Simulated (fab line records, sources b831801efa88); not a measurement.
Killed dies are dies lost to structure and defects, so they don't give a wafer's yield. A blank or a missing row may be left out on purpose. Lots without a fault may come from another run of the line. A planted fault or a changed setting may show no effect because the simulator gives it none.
fab line records | flow sky130 | part 1 of 2: steps 1 to 23 of 34
record lots=5 wafers=15 last_day=50
route steps=708 shown METAL4@629 VIA4@639 METAL5@661
lots that met no fault: from a run of the same line without faults
start_h: hours from the record's first day to the start of the lot's first wafer shown | wait_h: hours since the lot's step before | " the same as in the row above | L1.1+2: a row that stands for several wafers | - no value, or no start given | * or withheld: withheld | < > ~ a bound
route shown NAME@n: a module of which the file shows steps, and the number in the route of the first | usual: mean/standard deviation of fault-free wafers | same: alike in all rows | chamber/n: place in a boat | sites: the reading at each site | _std_site: their standard deviation | _edge_site: outer sites' mean less inner sites' | radius_mm: how far each site lies from the wafer's centre | mask NAME#n: copy n | behind: the tool/chamber that last shaped the wafer | hold: why the lot was held/for how many hours/how that ended | device: the transistor (n, p or np) that didn't switch | end of line: the same wafers' tests at the end of the route | a step without rows: its recipe alone | killed: dies lost to structure and defects at the first sort, not the wafer's yield | map: a wafer's dies, x killed, . not, _ none there
set.NAME: the setting as run; set.NAME@STEP: as run at that earlier step | model.NAME: the simulator's own value behind a step, which no gauge read
lots at some steps of the route; a table a step, a row a wafer
services: from which hour (start_h, from the record's first day; less than 0 if before it) a tool's chamber was out of use, for how many hours, and why
## steps
# step SKY_METAL4_CD_MEAS_13
# recipe target_cd_nm=300
# usual cd_nm=299.8/1.3
# columns lot.wafer tool chamber start_h wait_h cd_nm
L074.1 cd_sem-01 - 978.22 - 298.7
L074.2 " - " " 299.6
L074.3 " - " " 300.1
L080.2 cd_sem-01 - 1014.14 - 302.1
L080.3 " - " " 299.3
L080.4 " - " " 302.0
L092.1 cd_sem-01 - 1096.84 - 298.5
L092.2 " - " " 298.5
L092.6 " - " " 301.0
L093.3 cd_sem-02 - 1113.71 - 298.4
L093.4 " - " " 301.0
L093.6 " - " " 296.2
L097.1 cd_sem-01 - 1121.41 - 300.6
L097.4 " - " " 300.6
L097.6 " - " " 298.7
# step SKY_METAL4_OVL_MEAS_14
# usual METAL4_OVL=3/5.2
# columns lot.wafer tool chamber start_h wait_h METAL4_OVL[nm]
L074.1 overlay-01 - 978.34 0.1 -2
L074.2 " - " " 9
L074.3 " - " " 5
L080.2 overlay-01 - 1014.24 0.1 -5
L080.3 " - " " -6
L080.4 " - " " -3
L092.1 overlay-02 - 1096.96 0.1 2
L092.2 " - " " 5
L092.6 " - " " -2
L093.3 overlay-01 - 1113.80 0.1 10
L093.4 " - " " 11
L093.6 " - " " 14
L097.1 overlay-01 - 1121.53 0.1 15
L097.4 " - " " 12
L097.6 " - " " 14
# step SKY_METAL4_DESCUM_15
# recipe chemistry=O2 source_power_w=150 bias_power_w=0 pressure_mtorr=10 temp_c=40 time_s=8
# usual drypump_motor_current_A=6.2/0.34 oes_product_au=0.993/0.01
# columns lot.wafer tool chamber start_h wait_h drypump_motor_current_A oes_product_au rf_hours_counter_h
L074.1 rie_metal-01 1 978.37 0.0 6.8 0.978 15
L074.2 " 0 " " 5.6 0.979 8
L074.3 " 0 " " 5.6 0.992 -
L080.2 rie_metal-04 1 1014.27 0.0 6.1 0.999 15
L080.3 " 1 " " 6.1 0.993 -
L080.4 " 0 " " 6.1 0.996 -
L092.1 rie_metal-01 1 1096.99 0.0 6.8 0.976 23
L092.2 " 0 " " 5.6 0.995 15
L092.6 " 1 " " 6.8 0.983 -
L093.3 rie_metal-01 0 1113.83 0.0 5.6 0.987 -
L093.4 " 1 " " 6.8 0.983 -
L093.6 " 1 " " 6.8 0.978 -
L097.1 rie_metal-02 0 1121.57 0.0 6.2 1.009 24
L097.4 " 1 " " 6.4 0.993 -
L097.6 " 0 " " 6.2 0.999 -
# step SKY_METAL4_ETCH_16
# recipe chemistry=N2/H2 target=BARC ion_energy_ev=200 bias_w=100 pressure_mtorr=30 n2_flow_sccm=100 h2_flow_sccm=200 icp_w=500 stop_on=SiO2 time_s=88.2 target_depth_a=600
# usual drypump_motor_current_A=6.2/0.34 oes_product_au=0.625/0.0047 throttle_valve_pct=13.206/0.008
# columns lot.wafer tool chamber start_h wait_h drypump_motor_current_A oes_product_au rf_hours_counter_h throttle_valve_pct
L074.1 rie_metal-01 1 978.40 0.0 6.9 0.631 15 13.202
L074.2 " 0 " " 5.6 0.633 8 13.217
L074.3 " 0 " " 5.6 0.630 - 13.206
L080.2 rie_metal-04 1 1014.30 0.0 6.1 0.630 15 13.216
L080.3 " 1 " " 6.1 0.620 - 13.199
L080.4 " 0 " " 6.1 0.627 - 13.193
L092.1 rie_metal-01 1 1097.03 0.0 6.8 0.622 23 13.216
L092.2 " 0 " " 5.6 0.628 15 13.193
L092.6 " 1 " " 6.8 0.624 - 13.190
L093.3 rie_metal-01 0 1113.89 0.0 5.6 0.626 - 13.206
L093.4 " 1 " " 6.8 0.623 - 13.214
L093.6 " 1 " " 6.8 0.624 - 13.199
L097.1 rie_metal-02 0 1121.60 0.0 6.2 0.630 24 13.198
L097.4 " 1 " " 6.3 0.628 - 13.211
L097.6 " 0 " " 6.2 0.627 - 13.207
# step SKY_METAL4_ETCH_17
# recipe target=SiO2 stop_on=TiN chemistry=C4F8/O2/Ar source_w=1500 bias_w=1200 pressure_mtorr=40 c4f8_flow_sccm=withheld O2_flow_sccm=6 Ar_flow_sccm=300 time_s=3.9 target_depth_a=150
# usual oes_product_au=0.753/0.0074
# columns lot.wafer tool chamber start_h wait_h oes_product_au
L074.1 rie_diel-03 3 978.50 0.1 0.754
L074.2 " 0 " " 0.749
L074.3 " 1 " " 0.744
L080.2 rie_diel-02 0 1014.40 0.1 0.740
L080.3 " 1 " " 0.760
L080.4 " 0 " " 0.754
L092.1 rie_diel-02 3 1097.12 0.1 0.743
L092.2 " 1 " " 0.737
L092.6 " 3 " " 0.752
L093.3 rie_diel-04 1 1113.95 0.0 0.747
L093.4 " 1 " " 0.763
L093.6 " 0 " " 0.764
L097.1 rie_diel-04 1 1121.70 0.1 0.763
L097.4 " 3 " " 0.760
L097.6 " 1 " " 0.751
# step SKY_METAL4_METAL_ETCH_18
# recipe target_depth_a=8450 stop_on=SiO2 over_etch_frac=0.3 time_s=183.1 chemistry=Cl2/BCl3 resist_sidewall_deg=88 pressure_mtorr=10 icp_w=900 bias_w=48.5 Cl2_flow_sccm=60 bcl3_flow_sccm=30
# usual drypump_motor_current_A=6.2/0.36 oes_product_au=0.868/0.0074 throttle_valve_pct=22.265/0.0088
# columns lot.wafer tool chamber start_h wait_h drypump_motor_current_A oes_product_au rf_hours_counter_h throttle_valve_pct
L074.1 rie_metal-04 1 978.52 0.0 6.1 0.876 13 22.264
L074.2 " 0 " " 6.1 0.868 17 22.260
L074.3 " 0 " " 6.1 0.867 - 22.262
L080.2 rie_metal-02 0 1014.42 0.0 6.2 0.866 17 22.269
L080.3 " 0 " " 6.2 0.867 - 22.283
L080.4 " 1 " " 6.4 0.870 - 22.264
L092.1 rie_metal-04 0 1097.14 0.0 6.1 0.867 24 22.258
L092.2 " 1 " " 6.1 0.873 20 22.247
L092.6 " 1 " " 6.1 0.868 - 22.263
L093.3 rie_metal-04 0 1114.03 0.1 6.2 0.862 - 22.272
L093.4 " 1 " " 6.1 0.860 - 22.266
L093.6 " 1 " " 6.1 0.871 - 22.272
L097.1 rie_metal-04 1 1121.73 0.0 6.1 0.865 22 22.252
L097.4 " 1 " " 6.1 0.873 - 22.271
L097.6 " 1 " " 6.1 0.875 - 22.276
# step SKY_METAL4_STRIP_19
# recipe chemistry=O2/N2 power_w=1400 pressure_mtorr=1500 platen_temp_c=withheld o2_flow_sccm=3000 n2_flow_sccm=300 overash_fraction=0.5
# usual drypump_motor_current_A=5.9/0.41 oes_product_au=0.505/0.0059 strip_time_to_endpoint_s=6.59/0.086
# same overash_fraction=0.5
# columns lot.wafer tool chamber start_h wait_h drypump_motor_current_A oes_product_au rf_hours_counter_h strip_time_to_endpoint_s
L074.1 plasma_asher-04 0 978.70 0.1 5.3 0.503 55 6.56
L074.2 " 1 " " 6.0 0.508 55 6.49
L074.3 " 1 " " 6.0 0.505 - 6.49
L080.2 plasma_asher-03 0 1014.60 0.1 5.5 0.508 122 6.57
L080.3 " 0 " " 5.5 0.495 - 6.50
L080.4 " 1 " " 5.9 0.496 - 6.64
L092.1 plasma_asher-03 0 1097.32 0.1 5.5 0.501 3 6.45
L092.2 " 1 " " 5.9 0.504 3 6.56
L092.6 " 0 " " 5.5 0.502 - 6.52
L093.3 plasma_asher-01 1 1114.18 0.1 6.5 0.512 - 6.62
L093.4 " 0 " " 6.3 0.501 - 6.63
L093.6 " 0 " " 6.3 0.506 - 6.62
L097.1 plasma_asher-01 0 1121.91 0.1 6.3 0.505 99 6.56
L097.4 " 0 " " 6.3 0.497 - 6.51
L097.6 " 1 " " 6.5 0.503 - 6.43
# step SKY_METAL4_STRIP_20
# recipe chemistry=post_etch_residue_remover time_s=1200 temp_c=72.5
# columns lot.wafer tool chamber start_h wait_h
L074.1+2+3 wet_bench-04 3 978.80 0.1
L080.2+3+4 wet_bench-02 0 1014.70 0.1
L092.1+2+6 wet_bench-02 2 1097.42 0.1
L093.3+4+6 wet_bench-04 1 1114.25 0.0
L097.1+4+6 wet_bench-04 0 1122.01 0.1
# step SKY_METAL4_CLEAN_21
# recipe chemistry=IPA time_s=180 temp_c=25
# columns lot.wafer tool chamber start_h wait_h
L074.1+2+3 wet_bench-04 1 979.14 0.0
L080.2+3+4 wet_bench-01 3 1015.04 0.0
L092.1+2+6 wet_bench-04 2 1097.95 0.2
L093.3+4+6 wet_bench-04 2 1114.59 0.0
L097.1+4+6 wet_bench-02 2 1122.35 0.0
# step SKY_METAL4_CLEAN_22
# recipe chemistry=O3/DIW dry=n2_spin
# columns lot.wafer tool chamber start_h wait_h
L074.1+2+3 wet_bench-01 1 979.20 0.0
L080.2+3+4 wet_bench-04 0 1015.10 0.0
L092.1+2+6 wet_bench-04 1 1098.09 0.1
L093.3+4+6 wet_bench-04 3 1114.65 0.0
L097.1+4+6 wet_bench-01 1 1122.41 0.0
# step SKY_VIA4_HDPCVD_00
# recipe material=SiO2 target_thk_nm=1750 sigma_open_frac=0.3 time_s=291.7 temp_c=400 sih4_flow_sccm=60 pressure_mtorr=6
# usual susceptor_temp_C=400.04/0.23
# columns lot.wafer tool chamber start_h wait_h susceptor_temp_C
L074.1 hdpcvd-02 2 979.29 0.0 400.20
L074.2 " 0 " " 400.13
L074.3 " 1 " " 400.05
L080.2 hdpcvd-02 1 1015.19 0.0 399.69
L080.3 " 0 " " 400.18
L080.4 " 0 " " 400.21
L092.1 hdpcvd-02 2 1098.19 0.0 400.32
L092.2 " 1 " " 400.37
L092.6 " 2 " " 400.30
L093.3 hdpcvd-01 2 1114.74 0.0 399.79
L093.4 " 0 " " 400.41
L093.6 " 2 " " 399.79
L097.1 hdpcvd-01 0 1122.61 0.0 400.02
L097.4 " 2 " " 400.20
L097.6 " 0 " " 400.06
# step SKY_VIA4_THK_MEAS_01
# recipe reads=SiO2_of_VIA4_HDPCVD_00
# usual VIA4_HDPCVD_THK=1763/15
# columns lot.wafer tool chamber start_h wait_h VIA4_HDPCVD_THK[nm]
L074.1 film_metro-03 - 979.47 0.1 1778
L074.2 " - " " 1751
L074.3 " - " " 1758
L080.2 film_metro-01 - 1015.38 0.1 1767
L080.3 " - " " 1779
L080.4 " - " " 1792
L092.1 film_metro-01 - 1098.37 0.1 1740
L092.2 " - " " 1775
L092.6 " - " " 1752
L093.3 film_metro-03 - 1114.94 0.1 1771
L093.4 " - " " 1770
L093.6 " - " " 1755
L097.1 film_metro-04 - 1122.79 0.1 1745
L097.4 " - " " 1736
L097.6 " - " " 1742
# step SKY_VIA4_CMP_02
# recipe material=SiO2 down_force_psi=4 platen_rpm=60 pad_velocity_m_s=0.94248
# usual head_pressure_psi=4.000/0.0093 motor_current_A=11.9/1.7
# columns lot.wafer tool chamber start_h wait_h head_pressure_psi motor_current_A
L074.1 cmp-02 2 979.53 0.1 3.996 15.4
L074.2 " 3 " " 3.996 10.4
L074.3 " 0 " " 3.996 10.0
L080.2 cmp-02 2 1015.43 0.0 4.006 13.9
L080.4 " 3 " " 3.995 11.1
L080.3 " 0 " " 3.996 10.1
L092.2 cmp-01 3 1098.69 0.3 4.000 10.4
L092.1 " 0 " " 4.006 10.0
L092.6 " 2 " " 4.008 14.0
L093.4 cmp-01 2 1115.08 0.1 3.986 14.0
L093.3 " 3 " " 3.989 10.5
L093.6 " 1 " " 4.003 13.1
L097.4 cmp-02 2 1122.85 0.0 3.991 15.0
L097.1 " 0 " " 4.000 10.4
L097.6 " 3 " " 3.994 11.5
# step SKY_VIA4_BOW_MEAS_03
# recipe mode=bow
# usual VIA4_BOW=77/9
# columns lot.wafer tool chamber start_h wait_h VIA4_BOW[um]
L074.1 film_metro-03 - 979.83 0.2 74
L074.2 " - " " 81
L074.3 " - " " 77
L080.2 film_metro-04 - 1015.75 0.3 68
L080.3 " - " " 74
L080.4 " - " " 58
L092.1 film_metro-01 - 1098.91 0.1 75
L092.2 " - " " 77
L092.6 " - " " 96
L093.3 film_metro-04 - 1115.32 0.1 81
L093.4 " - " " 84
L093.6 " - " " 80
L097.1 film_metro-04 - 1123.15 0.1 83
L097.4 " - " " 72
L097.6 " - " " 75
# step SKY_VIA4_DEHYDRATE_04
# recipe temp_c=200 time_s=60
# usual chill_plate_temp_C=23.00/0.11 heater_power_total_W=160.37/0.13
# columns lot.wafer tool chamber start_h wait_h chill_plate_temp_C heater_power_total_W
L074.1 litho_track-01 0 991.79 11.9 22.97 160.23
L074.2 " 0 " " 23.01 160.34
L074.3 " 0 " " 22.95 160.26
L080.2 litho_track-02 0 1026.51 10.7 23.06 160.35
L080.3 " 0 " " 23.09 160.20
L080.4 " 0 " " 22.98 160.36
L092.1 litho_track-03 0 1108.17 9.2 23.08 160.31
L092.2 " 0 " " 23.28 160.21
L092.6 " 0 " " 23.13 160.15
L093.3 litho_track-02 0 1124.84 9.5 22.71 160.31
L093.4 " 0 " " 22.85 160.39
L093.6 " 0 " " 22.92 160.37
L097.1 litho_track-03 0 1132.37 9.2 23.04 160.41
L097.4 " 0 " " 23.04 160.38
L097.6 " 0 " " 22.87 160.30
# step SKY_VIA4_HMDS_05
# recipe prime_time_s=60 prime_temp_c=120
# usual chill_plate_temp_C=23.01/0.13
# columns lot.wafer tool chamber start_h wait_h chill_plate_temp_C
L074.1 litho_track-01 0 991.94 0.1 23.09
L074.2 " 0 " " 23.03
L074.3 " 0 " " 22.79
L080.2 litho_track-02 0 1026.66 0.1 23.05
L080.3 " 0 " " 23.13
L080.4 " 0 " " 23.04
L092.1 litho_track-03 0 1108.32 0.1 23.12
L092.2 " 0 " " 22.97
L092.6 " 0 " " 23.00
L093.3 litho_track-02 0 1124.99 0.1 23.04
L093.4 " 0 " " 23.16
L093.6 " 0 " " 23.03
L097.1 litho_track-03 0 1132.52 0.1 22.80
L097.4 " 0 " " 22.71
L097.6 " 0 " " 22.71
# step SKY_VIA4_COAT_06
# recipe resist=NOVOLAK spin_rpm=3000 resist_thk_nm=1140
# usual chill_plate_temp_C=22.99/0.11
# columns lot.wafer tool chamber start_h wait_h chill_plate_temp_C
L074.1 litho_track-01 0 992.09 0.1 22.93
L074.2 " 0 " " 23.03
L074.3 " 0 " " 23.00
L080.2 litho_track-02 0 1026.81 0.1 23.17
L080.3 " 0 " " 23.08
L080.4 " 0 " " 23.01
L092.1 litho_track-03 0 1108.47 0.1 22.85
L092.2 " 0 " " 23.07
L092.6 " 0 " " 23.04
L093.3 litho_track-02 0 1125.14 0.1 23.23
L093.4 " 0 " " 23.06
L093.6 " 0 " " 23.20
L097.1 litho_track-03 0 1132.67 0.1 23.05
L097.4 " 0 " " 22.97
L097.6 " 0 " " 22.96
# step SKY_VIA4_SOFTBAKE_07
# recipe temp_c=90 time_s=60 resist=NOVOLAK
# usual chill_plate_temp_C=22.98/0.1 heater_power_total_W=56.60/0.048
# columns lot.wafer tool chamber start_h wait_h chill_plate_temp_C heater_power_total_W
L074.1 litho_track-01 0 992.24 0.1 22.82 56.62
L074.2 " 0 " " 22.81 56.53
L074.3 " 0 " " 22.87 56.57
L080.2 litho_track-02 0 1026.96 0.1 22.82 56.60
L080.3 " 0 " " 22.99 56.59
L080.4 " 0 " " 22.93 56.59
L092.1 litho_track-03 0 1108.62 0.1 23.08 56.58
L092.2 " 0 " " 22.89 56.61
L092.6 " 0 " " 22.79 56.58
L093.3 litho_track-02 0 1125.29 0.1 23.00 56.55
L093.4 " 0 " " 22.93 56.73
L093.6 " 0 " " 22.93 56.61
L097.1 litho_track-03 0 1132.82 0.1 23.15 56.68
L097.4 " 0 " " 23.18 56.65
L097.6 " 0 " " 23.19 56.63
# step SKY_VIA4_EXPOSE_08
# recipe mask_id=VIM4 na=0.6 source_shape=conventional sigma_outer=0.6 polarization=unpolarized target_cd_nm=800 dose_mj=132
# usual exposure_dose_mJ_cm2=132.03/0.13
# columns lot.wafer tool chamber start_h wait_h mask exposure_dose_mJ_cm2
L074.1 iline_stepper-01 0 - - VIM4#0 132.02
L074.2 " 0 " " VIM4#0 132.01
L074.3 " 0 " " VIM4#0 132.11
L080.2 iline_stepper-01 0 - - VIM4#0 132.06
L080.3 " 0 " " VIM4#0 132.04
L080.4 " 0 " " VIM4#0 132.20
L092.1 iline_stepper-02 0 - - VIM4#0 132.21
L092.2 " 0 " " VIM4#0 132.32
L092.6 " 0 " " VIM4#0 132.14
L093.3 iline_stepper-01 0 - - VIM4#0 132.10
L093.4 " 0 " " VIM4#0 131.94
L093.6 " 0 " " VIM4#0 131.96
L097.1 iline_stepper-02 0 - - VIM4#0 131.75
L097.4 " 0 " " VIM4#0 131.92
L097.6 " 0 " " VIM4#0 131.90
# step SKY_VIA4_PEB_09
# recipe temp_c=withheld time_s=* resist=NOVOLAK
# usual chill_plate_temp_C=*
# columns lot.wafer tool chamber start_h wait_h chill_plate_temp_C
L074.1 litho_track-03 0 - - *
L074.2 " 0 " " *
L074.3 " 0 " " *
L080.2 litho_track-02 0 - - *
L080.3 " 0 " " *
L080.4 " 0 " " *
L092.1 litho_track-03 0 - - *
L092.2 " 0 " " *
L092.6 " 0 " " *
L093.3 litho_track-01 0 - - *
L093.4 " 0 " " *
L093.6 " 0 " " *
L097.1 litho_track-03 0 - - *
L097.4 " 0 " " *
L097.6 " 0 " " *
# step SKY_VIA4_DEVELOP_10
# recipe resist=NOVOLAK developer=TMAH develop_time_s=60 dev_temp_c=23
# usual chill_plate_temp_C=22.99/0.1
# columns lot.wafer tool chamber start_h wait_h chill_plate_temp_C
L074.1 litho_track-03 0 1003.77 0.1 22.90
L074.2 " 0 " " 22.96
L074.3 " 0 " " 23.03
L080.2 litho_track-02 0 1037.36 0.1 23.00
L080.3 " 0 " " 23.09
L080.4 " 0 " " 23.00
L092.1 litho_track-03 0 1118.52 0.1 22.92
L092.2 " 0 " " 23.05
L092.6 " 0 " " 23.13
L093.3 litho_track-01 0 1134.49 0.1 22.94
L093.4 " 0 " " 23.04
L093.6 " 0 " " 22.99
L097.1 litho_track-03 0 1141.67 0.1 23.05
L097.4 " 0 " " 22.92
L097.6 " 0 " " 23.01
# step SKY_VIA4_OVL_MEAS_11
# usual VIA4_OVL=0.5/1.2
# columns lot.wafer tool chamber start_h wait_h VIA4_OVL[nm]
L074.1 overlay-01 - 1003.92 0.1 0.7
L074.2 " - " " -0.1
L074.3 " - " " -0.3
L080.2 overlay-01 - 1037.49 0.1 0.9
L080.3 " - " " 0.1
L080.4 " - " " 1.0
L092.1 overlay-02 - 1118.67 0.1 1.5
L092.2 " - " " 1.3
L092.6 " - " " 0.1
L093.3 overlay-02 - 1134.60 0.1 -0.8
L093.4 " - " " 0.5
L093.6 " - " " 1.4
L097.1 overlay-01 - 1141.82 0.1 -0.2
L097.4 " - " " -1.1
L097.6 " - " " -1.1
# step SKY_VIA4_ETCH_12
# recipe target=SiO2 chemistry=C4F8/O2/Ar stop_on=TiN mask_material=NOVOLAK source_w=1500 bias_w=1200 pressure_mtorr=40 c4f8_flow_sccm=withheld O2_flow_sccm=6 Ar_flow_sccm=300 time_s=withheld target_depth_a=5800
# usual oes_product_au=0.926/0.0046
# columns lot.wafer tool chamber start_h wait_h oes_product_au
L074.1 rie_diel-03 1 1003.95 0.0 0.933
L074.2 " 3 " " 0.932
L074.3 " 0 " " 0.926
L080.2 rie_diel-01 1 1037.52 0.0 0.920
L080.3 " 2 " " 0.923
L080.4 " 3 " " 0.931
L092.1 rie_diel-03 1 1118.70 0.0 0.930
L092.2 " 3 " " 0.921
L092.6 " 2 " " 0.929
L093.3 rie_diel-03 0 1134.62 0.0 0.927
L093.4 " 1 " " 0.926
L093.6 " 1 " " 0.921
L097.1 rie_diel-03 3 1141.85 0.0 0.923
L097.4 " 3 " " 0.927
L097.6 " 2 " " 0.915
